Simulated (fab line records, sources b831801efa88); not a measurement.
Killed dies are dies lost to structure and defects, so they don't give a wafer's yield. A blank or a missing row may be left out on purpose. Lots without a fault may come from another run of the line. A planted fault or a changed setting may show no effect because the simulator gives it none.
Chamber matching | flow sky130 | SKY_VIA2_ETCH_14 on rie_diel-01: 4 sister chambers
The step etches BARC in N2/H2, stops on SiO2, time 45.9 s, target depth 60 nm. 8 wafers are shown with their chamber, then 9 later ones without.

WAFERS WITH THEIR CHAMBER
wafer  | chamber | drypump_motor_current_A (A) | oes_product_au (a.u.)
L076.3 | 3       | 5.8                         | 0.855
L081.2 | 2       | 6.6                         | 0.853
L082.2 | 2       | 6.5                         | 0.846
L085.1 | 1       | 5.7                         | 0.854
L085.5 | 0       | 5.7                         | 0.851
L087.1 | 1       | 5.7                         | 0.856
L087.2 | 0       | 5.7                         | 0.860
L087.3 | 3       | 5.8                         | 0.857

WAFERS WITHOUT THEIR CHAMBER
wafer  | drypump_motor_current_A (A) | oes_product_au (a.u.)
L088.1 | 5.7                         | 0.849
L088.4 | 5.7                         | 0.850
L088.5 | 5.6                         | 0.853
L093.2 | 5.8                         | 0.858
L093.3 | 5.7                         | 0.849
L093.4 | 6.6                         | 0.857
L096.2 | 5.7                         | 0.852
L096.5 | 6.5                         | 0.850
L096.6 | 5.7                         | 0.852

WHICH CHAMBER EACH WENT THROUGH
wafer  | from the rows above          | in truth
L088.1 | can't be placed: 1 or 0 or 3 | 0
L088.4 | can't be placed: 1 or 0 or 3 | 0
L088.5 | can't be placed: 1 or 0      | 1
L093.2 | 3                            | 3
L093.3 | can't be placed: 1 or 0 or 3 | 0
L093.4 | 2                            | 2
L096.2 | can't be placed: 1 or 0      | 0
L096.5 | 2                            | 2
L096.6 | can't be placed: 1 or 0      | 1
Placed correctly: 3 of 9. Can't be placed from these rows: 6 (the true chamber is among the candidates in 6). Placed wrongly: 0.
How it was worked out, from the rows above alone: a wafer's distance from a chamber is the root of the sum, over the readings, of the square of ((its reading less the chamber's mean) divided by the reading's scatter). The wafer belongs to the nearest chamber; if the next one is less than 2 further off, it can't be placed. A chamber's mean is the mean of its shown wafers. The scatter: the root of (the sum of the squares of (reading less its chamber's mean) over the shown wafers, divided by (wafers less chambers)).
